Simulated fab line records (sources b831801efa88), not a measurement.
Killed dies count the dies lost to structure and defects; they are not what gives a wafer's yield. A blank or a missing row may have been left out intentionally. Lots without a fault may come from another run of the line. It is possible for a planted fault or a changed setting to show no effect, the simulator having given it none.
fab line records    flow sky130
[record] lots = 12  wafers = 36  last_day = 50
route steps=708 shown SONOS_ONO@185 METAL5@663 PASSIVATION@693 PAD_OPEN@707
lots untouched by any fault: they come from a run of this same line in which no faults occurred
start_h: the number of hours between the record's first day and the start of the first shown wafer of the lot    wait_h: time in hours since the lot's previous step    " same as the row above    L1.1+2: one row covering several wafers at once    - value missing, or start not given    * or withheld: withheld    < > ~ a bound
route shown NAME@n: NAME is a module with steps in the file, n the number in the route of the first one    usual: mean and standard deviation over wafers with no fault    same: alike in all rows    chamber/n: place in a boat    sites: readings site by site    _std_site: the values' standard deviation    _edge_site: inner sites' mean taken away from outer sites' mean    radius_mm: how far each site lies from the wafer's centre    mask NAME#n: copy n    behind: the tool/chamber that last shaped the wafer    hold: cause of the lot's hold/its duration in hours/its outcome    device: which transistor (n, p or np) failed to switch    end of line: the same wafers' tests at the end of the route    a step without rows: its recipe alone    killed: not the wafer's yield, but the dies lost to structure and defects at the first sort    map: dies across one wafer; x = killed, . = not, _ = none there
set.NAME: the setting that was run; set.NAME@STEP: the one run at that earlier step    model.NAME: the simulator's own value behind a step, which no gauge read
steps of the route over a sample of lots; a table a step, a row a wafer
services: when a tool's chamber went out of use (start_h, in hours from the record's first day, below 0 if earlier), for how many hours, and the reason
[[steps]]
[step SKY_SONOS_ONO_STRIP_17]
[recipe] chemistry = O2/N2  power_w = 1400  pressure_mtorr = 1500  platen_temp_c = withheld  o2_flow_sccm = 3000  n2_flow_sccm = 300  overash_fraction = 0.5
[usual] chamber_pressure_mTorr = 1499.9/1.3  drypump_motor_current_A = 5.8/0.34  n2_flow_sccm = 300.1/1  oes_product_au = 0.710/0.0047  strip_time_to_endpoint_s = 14.12/0.044
lot.wafer  tool             chamber  start_h  wait_h  chamber_pressure_mTorr  drypump_motor_current_A  n2_flow_sccm  oes_product_au  rf_hours_counter_h  strip_time_to_endpoint_s
L684.2     plasma_asher-02  1        275.01   0.0     1501.9                  5.9                      301.2         0.721           15                  14.06
L684.3     "                1        "        "       1499.9                  5.9                      301.2         0.709           -                   14.06
L684.6     "                1        "        "       1500.8                  5.9                      300.5         0.713           -                   14.08
L685.2     plasma_asher-02  1        291.04   0.0     1499.3                  6.0                      300.6         0.710           18                  14.14
L685.3     "                0        "        "       1500.5                  5.5                      300.0         0.706           -                   14.08
L685.6     "                0        "        "       1501.8                  5.5                      301.7         0.719           -                   14.08
L687.2     plasma_asher-01  1        298.65   0.0     1501.3                  5.6                      302.1         0.714           45                  14.12
L687.4     "                1        "        "       1499.2                  5.6                      301.9         0.709           -                   14.15
L687.6     "                0        "        "       1498.1                  6.0                      300.4         0.711           -                   14.11
L690.3     plasma_asher-01  0        332.98   0.0     1499.8                  6.0                      300.9         0.712           -                   14.12
L690.4     "                1        "        "       1500.8                  5.6                      298.4         0.721           -                   14.09
L690.5     "                0        "        "       1502.4                  6.0                      300.5         0.710           -                   14.09
L691.3     plasma_asher-01  0        339.10   0.0     1499.0                  6.0                      298.2         0.714           -                   14.07
L691.4     "                1        "        "       1502.3                  5.6                      300.6         0.706           -                   14.10
L691.5     "                1        "        "       1499.5                  5.6                      301.2         0.717           -                   14.09
L701.1     plasma_asher-04  0        423.75   0.0     1498.6                  5.4                      300.2         0.702           74                  14.05
L701.3     "                0        "        "       1499.6                  5.3                      299.0         0.705           -                   14.09
L701.5     "                0        "        "       1499.9                  5.4                      299.1         0.725           -                   14.07
L702.1     plasma_asher-01  1        425.85   0.0     1500.7                  5.6                      300.5         0.706           56                  14.06
L702.3     "                1        "        "       1498.5                  5.6                      299.7         0.708           -                   14.10
L702.5     "                1        "        "       1501.8                  5.6                      299.7         0.712           -                   14.12
L703.3     plasma_asher-01  0        437.48   0.0     1498.5                  6.0                      299.6         0.709           -                   14.22
L703.5     "                1        "        "       1501.6                  5.6                      300.8         0.706           -                   14.14
L703.6     "                0        "        "       1501.3                  6.0                      301.6         0.706           -                   14.16
L704.1     plasma_asher-04  0        447.20   0.0     1500.5                  5.4                      301.6         0.706           77                  14.16
L704.2     "                1        "        "       1498.0                  6.7                      299.0         0.703           77                  14.12
L704.3     "                0        "        "       1500.2                  5.4                      300.3         0.706           -                   14.11
L705.3     plasma_asher-02  1        453.60   0.0     1501.0                  6.0                      298.7         0.707           -                   14.22
L705.4     "                0        "        "       1498.4                  5.5                      299.7         0.710           -                   14.22
L705.5     "                1        "        "       1500.2                  6.0                      299.8         0.704           -                   14.20
L706.1     plasma_asher-02  0        459.11   0.0     1500.6                  5.5                      299.6         0.713           36                  14.16
L706.3     "                1        "        "       1500.6                  5.9                      300.5         0.711           -                   14.13
L706.6     "                1        "        "       1502.5                  6.0                      301.6         0.718           -                   14.17
L707.1     plasma_asher-01  1        483.84   0.0     1500.3                  5.6                      299.9         0.712           59                  14.12
L707.2     "                0        "        "       1500.5                  6.0                      301.0         0.709           59                  14.14
L707.4     "                0        "        "       1499.0                  6.0                      300.7         0.710           -                   14.13
[step SKY_METAL5_SPUTTER_02]
[recipe] material = AlCu  target_thk_nm = 1150  power_w = 10600  time_s = 61.2  chamber_pressure_pa = 0.4
[usual] throttle_valve_pct = 29.9/1.1
lot.wafer  tool            chamber  start_h  wait_h  throttle_valve_pct
L684.2     pvd_sputter-01  -        1002.39  0.0     29.5
L684.3     "               -        "        "       27.1
L684.6     "               -        "        "       29.4
L685.2     pvd_sputter-03  -        1012.43  0.0     29.8
L685.3     "               -        "        "       30.7
L685.6     "               -        "        "       31.2
L687.2     pvd_sputter-03  -        1019.92  0.0     30.2
L687.4     "               -        "        "       30.1
L687.6     "               -        "        "       29.9
L690.3     pvd_sputter-02  -        1045.54  0.0     29.9
L690.4     "               -        "        "       30.8
L690.5     "               -        "        "       29.7
L691.3     pvd_sputter-01  -        1057.08  0.0     29.4
L691.4     "               -        "        "       29.5
L691.5     "               -        "        "       29.2
L701.1     pvd_sputter-02  -        1113.74  0.0     31.3
L701.3     "               -        "        "       29.7
L701.5     "               -        "        "       31.1
L702.1     pvd_sputter-02  -        1117.62  0.0     30.7
L702.3     "               -        "        "       29.8
L702.5     "               -        "        "       30.6
L703.3     pvd_sputter-03  -        1124.82  0.0     30.0
L703.5     "               -        "        "       29.9
L703.6     "               -        "        "       30.7
L704.1     pvd_sputter-03  -        1130.09  0.0     31.0
L704.2     "               -        "        "       30.1
L704.3     "               -        "        "       30.0
L705.3     pvd_sputter-03  -        1135.80  0.0     30.0
L705.4     "               -        "        "       30.5
L705.5     "               -        "        "       29.9
L706.1     pvd_sputter-01  -        1140.94  0.0     29.0
L706.3     "               -        "        "       27.1
L706.6     "               -        "        "       29.8
L707.1     pvd_sputter-03  -        1153.14  0.0     30.9
L707.2     "               -        "        "       30.7
L707.4     "               -        "        "       30.1
[step SKY_PASSIVATION_STRIP_12]
[recipe] chemistry = O2/N2  power_w = 1400  pressure_mtorr = 1500  platen_temp_c = withheld  overash_fraction = 0.7  o2_flow_sccm = 3000  n2_flow_sccm = 300
[usual] chamber_pressure_mTorr = 1499.8/1.4  drypump_motor_current_A = 6.0/0.48  n2_flow_sccm = 300.0/0.89  oes_product_au = 0.661/0.0044  strip_time_to_endpoint_s = 31.61/0.17
lot.wafer  tool             chamber  start_h  wait_h  chamber_pressure_mTorr  drypump_motor_current_A  n2_flow_sccm  oes_product_au  rf_hours_counter_h  strip_time_to_endpoint_s
L684.2     plasma_asher-04  0        1047.70  0.1     1499.2                  5.4                      300.1         0.660           27                  31.81
L684.3     "                1        "        "       1499.7                  6.6                      301.3         0.649           -                   31.84
L684.6     "                0        "        "       1500.9                  5.4                      300.6         0.655           -                   31.94
L685.2     plasma_asher-03  0        1058.49  0.1     1500.4                  6.4                      299.8         0.657           64                  31.79
L685.3     "                0        "        "       1501.4                  6.4                      301.8         0.665           -                   31.63
L685.6     "                0        "        "       1498.3                  6.4                      299.6         0.662           -                   31.64
L687.2     plasma_asher-04  1        1065.39  0.1     1500.7                  6.7                      301.5         0.657           29                  31.88
L687.4     "                1        "        "       1499.7                  6.7                      301.0         0.660           -                   31.70
L687.6     "                0        "        "       1499.3                  5.4                      301.5         0.664           -                   31.92
L690.3     plasma_asher-02  1        1089.32  0.1     1500.9                  6.0                      298.4         0.660           -                   31.57
L690.4     "                0        "        "       1501.4                  5.6                      299.6         0.664           -                   31.52
L690.5     "                0        "        "       1500.7                  5.5                      299.2         0.663           -                   31.49
L691.3     plasma_asher-02  0        1097.28  0.1     1500.2                  5.5                      298.9         0.659           -                   31.55
L691.4     "                1        "        "       1499.1                  6.0                      301.2         0.669           -                   31.54
L691.5     "                0        "        "       1500.3                  5.5                      297.4         0.660           -                   31.48
L701.1     plasma_asher-02  1        1152.99  0.1     1500.1                  5.9                      300.0         0.656           103                 31.63
L701.3     "                0        "        "       1497.0                  5.6                      301.1         0.658           -                   31.50
L701.5     "                1        "        "       1499.1                  5.9                      299.8         0.666           -                   31.40
L702.1     plasma_asher-04  1        1155.44  0.1     1501.1                  6.7                      298.6         0.670           37                  31.64
L702.3     "                1        "        "       1500.3                  6.7                      300.2         0.665           -                   31.71
L702.5     "                0        "        "       1499.5                  5.4                      300.8         0.665           -                   31.71
L703.3     plasma_asher-03  1        1162.63  0.1     1499.6                  6.4                      298.4         0.659           -                   31.64
L703.5     "                0        "        "       1500.4                  6.4                      300.0         0.659           -                   31.54
L703.6     "                1        "        "       1501.2                  6.4                      298.4         0.656           -                   31.65
L704.1     plasma_asher-02  1        1166.85  0.1     1499.8                  6.0                      300.4         0.657           104                 31.63
L704.2     "                0        "        "       1499.1                  5.5                      298.9         0.661           104                 31.75
L704.3     "                0        "        "       1499.1                  5.5                      299.3         0.661           -                   31.73
L705.3     plasma_asher-04  1        1172.27  0.1     1498.5                  6.7                      299.3         0.663           -                   31.97
L705.4     "                0        "        "       1499.0                  5.4                      299.8         0.663           -                   31.86
L705.5     "                1        "        "       1502.1                  6.7                      300.6         0.665           -                   32.06
L706.1     plasma_asher-02  0        1175.65  0.1     1501.7                  5.5                      299.7         0.664           105                 31.58
L706.3     "                1        "        "       1500.8                  5.9                      301.0         0.659           -                   31.73
L706.6     "                1        "        "       1499.5                  5.9                      302.6         0.667           -                   31.64
L707.1     plasma_asher-02  0        1188.29  0.1     1499.0                  5.5                      300.5         0.668           107                 31.49
L707.2     "                1        "        "       1499.6                  5.9                      301.2         0.662           107                 31.59
L707.4     "                0        "        "       1501.1                  5.5                      301.8         0.657           -                   31.62
[step SKY_PAD_OPEN_BOW_MEAS_13]
[recipe] mode = bow
[usual] PAD_OPEN_BOW = 44/8
lot.wafer  tool           chamber  start_h  wait_h  PAD_OPEN_BOW[um]
L684.2     film_metro-02  -        1071.50  -       53
L684.3     "              -        "        "       46
L684.6     "              -        "        "       56
L685.2     film_metro-02  -        1081.74  -       39
L685.3     "              -        "        "       46
L685.6     "              -        "        "       45
L687.2     film_metro-03  -        1088.48  -       44
L687.4     "              -        "        "       55
L687.6     "              -        "        "       45
L690.3     film_metro-03  -        1111.98  -       46
L690.4     "              -        "        "       48
L690.5     "              -        "        "       49
L691.3     film_metro-04  -        1119.87  -       32
L691.4     "              -        "        "       25
L691.5     "              -        "        "       27
L701.1     film_metro-02  -        1172.58  -       34
L701.3     "              -        "        "       40
L701.5     "              -        "        "       26
L702.1     film_metro-02  -        1174.69  -       56
L702.3     "              -        "        "       48
L702.5     "              -        "        "       53
L703.3     film_metro-03  -        1181.57  -       49
L703.5     "              -        "        "       41
L703.6     "              -        "        "       44
L704.1     film_metro-02  -        1185.79  -       49
L704.2     "              -        "        "       41
L704.3     "              -        "        "       40
L705.3     film_metro-03  -        1190.82  -       34
L705.4     "              -        "        "       43
L705.5     "              -        "        "       46
L706.1     film_metro-04  -        1193.22  -       47
L706.3     "              -        "        "       39
L706.6     "              -        "        "       34
L707.1     film_metro-03  -        1205.69  -       52
L707.2     "              -        "        "       51
L707.4     "              -        "        "       44
[step SKY_PAD_OPEN_PROBE_99]
[usual] killed_at_M0_to_M3 = 45/6.8  killed_at_M4_up = 3.0/1.7  killed_at_contacts = 25/5.7  killed_at_front_end = 15/4.6  killed_at_other = 0.3/0.66  killed_dies = 88/9.5  killed_open = 48/7.3  killed_short = 39/6.5
[same] gross_dies = 492  killed_at_back_side = 0
lot.wafer  tool       chamber  start_h  wait_h  killed_at_M0_to_M3  killed_at_M4_up  killed_at_contacts  killed_at_front_end  killed_at_other  killed_dies  killed_open  killed_short
L690.3     prober-02  -        1112.16  0.2     35                  1                15                  65                   0                116          40           32
L690.4     prober-02  -        1112.21  0.2     32                  3                18                  19                   0                72           37           34
L690.5     prober-02  -        1112.26  0.2     40                  3                26                  57                   0                126          43           40
L691.3     prober-01  -        1120.05  0.2     43                  1                25                  57                   1                127          47           34
L691.4     prober-01  -        1120.10  0.2     37                  2                17                  8                    0                64           30           32
L691.5     prober-01  -        1120.15  0.2     43                  4                25                  12                   1                85           52           32
// killed by level:class
L690.3 SONOS_ONO:unspecified=44 VIA1:geometric_particle:open=11 VIA1:geometric_particle:short=7 FIELD_ISO:geometric_particle:open=6 LI_CONTACT:geometric_particle:open=6 POLY_GATE:geometric_particle:open=5 FIELD_ISO:geometric_particle:short=4 METAL2:geometric_particle:short=4
L690.4 LI_CONTACT:geometric_particle:open=9 METAL1:geometric_particle:short=8 VIA1:geometric_particle:open=7 FIELD_ISO:geometric_particle:short=5 POLY_GATE:geometric_particle:open=5 VIA2:geometric_particle:open=5 FIELD_ISO:geometric_particle:open=4 VIA1:geometric_particle:short=4
L690.5 SONOS_ONO:unspecified=43 CONTACT:geometric_particle:open=9 VIA2:geometric_particle:open=6 CONTACT:geometric_particle:short=6 METAL1:geometric_particle:short=6 VIA3:geometric_particle:open=6 FIELD_ISO:geometric_particle:open=5 POLY_GATE:geometric_particle:short=5
L691.3 SONOS_ONO:unspecified=46 LI_CONTACT:geometric_particle:open=9 METAL2:geometric_particle:short=9 VIA2:geometric_particle:open=9 CONTACT:geometric_particle:open=8 VIA1:geometric_particle:open=6 FIELD_ISO:geometric_particle:open=5 VIA3:geometric_particle:open=5
L691.4 VIA1:geometric_particle:open=14 CONTACT:geometric_particle:short=5 VIA3:geometric_particle:open=5 LOCAL_INTERCONNECT:geometric_particle:short=4 CONTACT:geometric_particle:open=4 VIA1:geometric_particle:short=4 METAL2:geometric_particle:short=4 FIELD_ISO:geometric_particle:short=3
L691.5 VIA1:geometric_particle:open=13 LI_CONTACT:geometric_particle:open=7 CONTACT:geometric_particle:open=7 VIA3:geometric_particle:open=6 CONTACT:geometric_particle:short=5 VIA2:geometric_particle:open=5 FIELD_ISO:geometric_particle:open=4 METAL2:geometric_particle:short=4
[[services]]
tool             chamber  start_h  hours  kind
plasma_asher-04  -        266.28   10.0   repair
pvd_sputter-03   -        299.47   3.4    repair
plasma_asher-01  -        344.45   15.6   pm
plasma_asher-04  -        353.77   3.3    repair
plasma_asher-04  -        391.55   0.3    repair
plasma_asher-01  -        415.47   2.5    repair
plasma_asher-02  -        437.56   1.0    repair
pvd_sputter-03   -        438.77   3.3    repair
plasma_asher-01  -        440.53   14.6   pm
plasma_asher-04  -        456.77   1.7    repair
plasma_asher-01  -        458.41   7.9    repair
pvd_sputter-03   -        460.93   4.3    repair
pvd_sputter-03   -        476.91   1.1    repair
plasma_asher-04  -        478.29   0.9    repair
plasma_asher-02  -        515.58   13.3   repair
plasma_asher-04  -        543.83   2.8    pm
plasma_asher-02  -        587.86   15.6   pm
pvd_sputter-03   -        609.24   64.8   repair
pvd_sputter-03   -        657.15   11.7   repair
plasma_asher-02  -        658.97   1.3    repair
plasma_asher-04  -        689.17   3.7    repair
pvd_sputter-03   -        689.20   3.6    repair
plasma_asher-02  -        703.63   6.9    repair
plasma_asher-02  -        903.39   2.8    pm
[[key]]
[first_sign] step = SKY_PAD_OPEN_PROBE_99  reading = killed_at_front_end  direction = up  sigmas = 9.7  usual = 15  struck = 60
[effect] step = SKY_PAD_OPEN_PROBE_99  reading = killed_dies  direction = up  sigmas = 3.7  usual = 88  struck = 123
met_at SKY_SONOS_ONO_STRIP_17
struck_lots L690,L691
struck_wafers L690.3,L690.5,L691.3
tester_left_out L690,L691
not_acting_at SKY_METAL5_SPUTTER_02,SKY_PASSIVATION_STRIP_12,SKY_PAD_OPEN_BOW_MEAS_13
onset_between 298.65 332.98
[fault] kind = chamber_particle_source  tool = plasma_asher-01  chamber = 0  onset_h = 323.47  steps = SKY_SONOS_ONO_STRIP_17  rate_per_visit_cm2 = 0.50367  end_h = 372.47
// tester_left_out: of these lots the tester's yield and bins aren't shown, on N5 and GAA mostly nor the transistor test; their killed dies are dies lost to structure and defects alone, not to doping, threshold or leakage, so they don't give the yield
